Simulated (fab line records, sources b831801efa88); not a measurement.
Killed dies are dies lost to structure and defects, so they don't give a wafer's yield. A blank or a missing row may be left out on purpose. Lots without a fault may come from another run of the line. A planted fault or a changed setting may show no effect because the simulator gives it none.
Which tool did it? | flow gf180mcu | 7 lots, 21 wafers sampled, at 1 step of a route of 602

WHAT THE GAUGES READ, wafer by wafer
GF_NWELL_OVL_MEAS_07.
lot  | measured    | on         | NWELL_OVL (nm)
L828 | day 3 18:40 | overlay-01 | -0.8 -0.8 -1.1
L831 | day 4 10:11 | overlay-02 | -1.2 -1.1 -1.5
L834 | day 5 05:22 | overlay-01 | 0.4 -0.4 -0.1
L836 | day 5 13:08 | overlay-01 | -2.5 -1.9 -2.3
L838 | day 6 02:04 | overlay-01 | -0.5 0.1 1.9
L843 | day 7 02:32 | overlay-02 | 0.7 -0.4 0.1
L845 | day 7 16:11 | overlay-02 | -0.4 0.8 -0.1

WHICH TOOL RAN EACH LOT (tool, then ch and the chambers of the sampled wafers, then the start)
The record holds no process step before these readings.

THE ANSWER, worked out from the rows above alone
Rule: what is usual is taken from the lots themselves. Put in order of their means at a reading, lots are off if they are a third of the lots or fewer, leave a main group of 4 or more, and stand apart from it by a gap of 3 or more times the standard deviation of the main group's means; of several such gaps the widest counts. A main group whose means are all the same, to the digits that the tables above print for the reading, isn't used. A lot without any number at a reading at which 4 lots or more have one is off too. The other lots that the step has rows for count as sound.
No lot is off at any reading shown: from this, nothing can be told.

WHAT THE SIMULATOR HAD PUT IN
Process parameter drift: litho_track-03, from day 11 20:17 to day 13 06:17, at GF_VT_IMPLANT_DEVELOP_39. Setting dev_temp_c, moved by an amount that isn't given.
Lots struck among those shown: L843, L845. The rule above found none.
